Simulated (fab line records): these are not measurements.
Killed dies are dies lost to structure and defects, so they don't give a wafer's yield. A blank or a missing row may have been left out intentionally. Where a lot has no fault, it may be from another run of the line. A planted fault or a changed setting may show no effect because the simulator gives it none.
Which of the tools did it? + flow sky130 + 45 wafers from 15 lots sampled at 4 of the route's 708 steps

WHAT THE GAUGES SHOWED, per wafer
Not one reading of a measure or inspect step in the record can be checked against a usual standard deviation.

WHICH TOOL RAN EACH LOT (tool, then ch and the chambers of the sampled wafers, then the start)
| lot  | SKY_CAP2M_METAL_ETCH_13           | SKY_METAL4_ETCH_16                | SKY_VIA4_CMP_02               | SKY_VIA4_EXPOSE_08                  |
|------|-----------------------------------|-----------------------------------|-------------------------------|-------------------------------------|
| L572 | rie_metal-03 ch 0,1, day 40 19:43 | rie_metal-04 ch 0,1, day 41 20:04 | cmp-01 ch 0,3, day 41 21:28   | iline_stepper-01 ch 0, day 42 09:33 |
| L573 | rie_metal-04 ch 0,1, day 41 03:50 | rie_metal-02 ch 1, day 42 03:53   | cmp-01 ch 1,2, day 42 05:02   | iline_stepper-01 ch 0, day 42 17:23 |
| L574 | rie_metal-04 ch 1, day 41 23:29   | rie_metal-02 ch 0,1, day 42 23:05 | cmp-01 ch 0,1,3, day 43 00:23 | iline_stepper-02 ch 0, day 43 12:44 |
| L575 | rie_metal-03 ch 0,1, day 42 15:35 | rie_metal-02 ch 0,1, day 43 15:02 | cmp-02 ch 0,3, day 43 16:14   | iline_stepper-01 ch 0, day 44 03:13 |
| L577 | rie_metal-02 ch 0,1, day 42 20:14 | rie_metal-01 ch 1, day 43 20:29   | cmp-01 ch 1,2,3, day 43 21:46 | iline_stepper-02 ch 0, day 44 09:00 |
| L578 | rie_metal-04 ch 0, day 43 03:11   | rie_metal-02 ch 0, day 44 02:50   | cmp-02 ch 1,2, day 44 04:10   | iline_stepper-02 ch 0, day 44 16:04 |
| L580 | rie_metal-03 ch 0,1, day 43 22:11 | rie_metal-04 ch 1, day 44 21:04   | cmp-01 ch 1,3, day 44 22:17   | iline_stepper-01 ch 0, day 45 09:37 |
| L581 | rie_metal-02 ch 0,1, day 43 22:14 | rie_metal-01 ch 0,1, day 44 21:36 | cmp-02 ch 2,3, day 44 22:54   | iline_stepper-02 ch 0, day 45 10:27 |
| L583 | rie_metal-03 ch 0,1, day 44 17:52 | rie_metal-04 ch 0,1, day 45 15:53 | cmp-02 ch 0,1,2, day 45 17:32 | iline_stepper-01 ch 0, day 46 03:55 |
| L588 | rie_metal-02 ch 0, day 45 14:23   | rie_metal-02 ch 0,1, day 46 12:55 | cmp-01 ch 1,2, day 46 14:05   | iline_stepper-01, day 46 23:25      |
| L589 | rie_metal-02 ch 0,1, day 45 18:53 | rie_metal-04 ch 0,1, day 46 16:16 | cmp-02 ch 2,3, day 46 17:24   | iline_stepper-02, day 47 03:59      |
| L590 | rie_metal-03 ch 0,1, day 45 20:56 | rie_metal-02 ch 1, day 46 18:32   | cmp-01 ch 0,1,2, day 46 19:42 | iline_stepper-01, day 47 06:20      |
| L592 | rie_metal-02 ch 0,1, day 46 16:11 | rie_metal-02 ch 0,1, day 47 13:03 | cmp-01 ch 0,2,3, day 47 14:23 | iline_stepper-01 ch 0, day 48 00:19 |
| L593 | rie_metal-03 ch 0,1, day 46 20:01 | rie_metal-02 ch 0,1, day 47 17:22 | cmp-02 ch 2,3, day 47 18:31   | iline_stepper-02 ch 0, day 48 04:28 |
| L594 | rie_metal-03 ch 0,1, day 47 04:13 | rie_metal-04 ch 0,1, day 48 00:43 | cmp-01 ch 0,3, day 48 01:48   | iline_stepper-01 ch 0, day 48 12:17 |
- SKY_CAP2M_METAL_ETCH_13: etches TiN in Cl2/BCl3, stops on SiO2, target depth 220 nm, time 62.9 s.
- SKY_METAL4_ETCH_16: etches BARC in N2/H2, stops on SiO2, time 88.2 s, target depth 60 nm.
- SKY_VIA4_CMP_02: polishes SiO2.
- SKY_VIA4_EXPOSE_08: exposes mask VIM4, target cd 800 nm.

WHAT THE TOOLS THEMSELVES READ (means of the sampled wafers that have a number; where no wafer has one, the mark that the record gives instead)
SKY_CAP2M_METAL_ETCH_13. Usual: drypump_motor_current_A 5.76 A, standard deviation 0.22; oes_product_au 0.943 a.u., standard deviation 0.007; throttle_valve_pct 21.900 %, standard deviation 0.0097.
| lot  | tool         | drypump_motor_current_A (A) | oes_product_au (a.u.) | throttle_valve_pct (%) | flag |
|------|--------------|-----------------------------|-----------------------|------------------------|------|
| L572 | rie_metal-03 | 5.88                        | 0.934                 | 21.905                 |      |
| L573 | rie_metal-04 | 5.38                        | 0.940                 | 21.896                 |      |
| L574 | rie_metal-04 | 5.82                        | 0.941                 | 21.903                 |      |
| L575 | rie_metal-03 | 5.80                        | 0.943                 | 21.898                 |      |
| L577 | rie_metal-02 | 5.85                        | 0.948                 | 21.897                 |      |
| L578 | rie_metal-04 | 5.18                        | 0.938                 | 21.909                 |      |
| L580 | rie_metal-03 | 5.88                        | 0.941                 | 21.906                 |      |
| L581 | rie_metal-02 | 5.80                        | 0.941                 | 21.906                 |      |
| L583 | rie_metal-03 | 5.78                        | 0.944                 | 21.904                 |      |
| L588 | rie_metal-02 | 5.79                        | 0.947                 | 21.899                 |      |
| L589 | rie_metal-02 | 5.83                        | 0.946                 | 21.895                 |      |
| L590 | rie_metal-03 | 5.80                        | 0.944                 | 21.897                 |      |
| L592 | rie_metal-02 | 5.87                        | 0.941                 | 21.904                 |      |
| L593 | rie_metal-03 | 5.89                        | 0.944                 | 21.902                 |      |
| L594 | rie_metal-03 | 5.88                        | 0.952                 | 21.887                 |      |

SKY_METAL4_ETCH_16. Usual: drypump_motor_current_A 5.6 A, standard deviation 0.42; oes_product_au 0.626 a.u., standard deviation 0.0042; throttle_valve_pct 13.204 %, standard deviation 0.0081.
| lot  | tool         | drypump_motor_current_A (A) | oes_product_au (a.u.) | throttle_valve_pct (%) | flag |
|------|--------------|-----------------------------|-----------------------|------------------------|------|
| L572 | rie_metal-04 | 5.4                         | 0.631                 | 13.206                 |      |
| L573 | rie_metal-02 | 5.9                         | 0.624                 | 13.209                 |      |
| L574 | rie_metal-02 | 5.9                         | 0.626                 | 13.202                 |      |
| L575 | rie_metal-02 | 5.8                         | 0.628                 | 13.214                 |      |
| L577 | rie_metal-01 | 4.7                         | 0.623                 | 13.202                 |      |
| L578 | rie_metal-02 | 5.8                         | 0.626                 | 13.208                 |      |
| L580 | rie_metal-04 | 5.8                         | 0.629                 | 13.203                 |      |
| L581 | rie_metal-01 | 5.5                         | 0.628                 | 13.199                 |      |
| L583 | rie_metal-04 | 5.4                         | 0.624                 | 13.201                 |      |
| L588 | rie_metal-02 | 5.9                         | 0.629                 | 13.207                 |      |
| L589 | rie_metal-04 | 5.4                         | 0.626                 | 13.211                 |      |
| L590 | rie_metal-02 | 5.9                         | 0.627                 | 13.209                 |      |
| L592 | rie_metal-02 | 5.8                         | 0.627                 | 13.204                 |      |
| L593 | rie_metal-02 | 5.9                         | 0.621                 | 13.211                 |      |
| L594 | rie_metal-04 | 5.4                         | 0.629                 | 13.206                 |      |

SKY_VIA4_CMP_02. Usual: motor_current_A reads 12.3 A (standard deviation 1).
| lot  | tool   | motor_current_A (A) | flag |
|------|--------|---------------------|------|
| L572 | cmp-01 | 10.9                |      |
| L573 | cmp-01 | 13.2                |      |
| L574 | cmp-01 | 11.5                |      |
| L575 | cmp-02 | 12.5                |      |
| L577 | cmp-01 | 11.9                |      |
| L578 | cmp-02 | 13.0                |      |
| L580 | cmp-01 | 10.9                |      |
| L581 | cmp-02 | 12.4                |      |
| L583 | cmp-02 | 12.7                |      |
| L588 | cmp-01 | 12.4                |      |
| L589 | cmp-02 | 12.9                |      |
| L590 | cmp-01 | 12.8                |      |
| L592 | cmp-01 | 12.5                |      |
| L593 | cmp-02 | 12.2                |      |
| L594 | cmp-01 | 11.1                |      |

SKY_VIA4_EXPOSE_08. Usual: exposure_dose_mJ_cm2 132.02, standard deviation 0.13; focus_offset_nm 0.0 nm, standard deviation 0.52.
| lot  | tool             | exposure_dose_mJ_cm2 | focus_offset_nm (nm) | flag |
|------|------------------|----------------------|----------------------|------|
| L572 | iline_stepper-01 | 132.05               | 0.9                  |      |
| L573 | iline_stepper-01 | 132.06               | -0.2                 |      |
| L574 | iline_stepper-02 | 132.05               | -0.3                 |      |
| L575 | iline_stepper-01 | 131.98               | -0.5                 |      |
| L577 | iline_stepper-02 | 132.06               | 0.0                  |      |
| L578 | iline_stepper-02 | 132.08               | -0.4                 |      |
| L580 | iline_stepper-01 | 132.11               | -0.3                 |      |
| L581 | iline_stepper-02 | 132.19               | 0.4                  |      |
| L583 | iline_stepper-01 | 132.10               | 0.3                  |      |
| L588 | iline_stepper-01 | -                    | -                    | OFF  |
| L589 | iline_stepper-02 | -                    | -                    | OFF  |
| L590 | iline_stepper-01 | -                    | -                    | OFF  |
| L592 | iline_stepper-01 | 131.92               | -0.1                 |      |
| L593 | iline_stepper-02 | 132.00               | -0.4                 |      |
| L594 | iline_stepper-01 | 132.10               | -0.1                 |      |

THE ANSWER, worked out from the rows above alone
Rule: take the mean of a lot's wafers that have a number; if it is more than 3 standard deviations from the usual mean, the lot is off. A lot without any number at a reading at which 4 lots or more have one is off too. Where the step has rows for the other lots, those lots are counted as sound. After the gauges, taken in route order, come the tools' own readings; for these a lot's mean is taken, as printed above. The first step at which some lot is off is used, and at that step the reading that is off furthest; a lot without a number counts as furthest.
Off: L588, L589, L590, at SKY_VIA4_EXPOSE_08 (exposure_dose_mJ_cm2). Without a number there: L588, L589, L590.
If a tool, at that step or one of the process steps before it, ran each lot that is off and ran no sound lot following the first of them, it fits. No candidate that was tried fits.

WHAT THE SIMULATOR PUT IN
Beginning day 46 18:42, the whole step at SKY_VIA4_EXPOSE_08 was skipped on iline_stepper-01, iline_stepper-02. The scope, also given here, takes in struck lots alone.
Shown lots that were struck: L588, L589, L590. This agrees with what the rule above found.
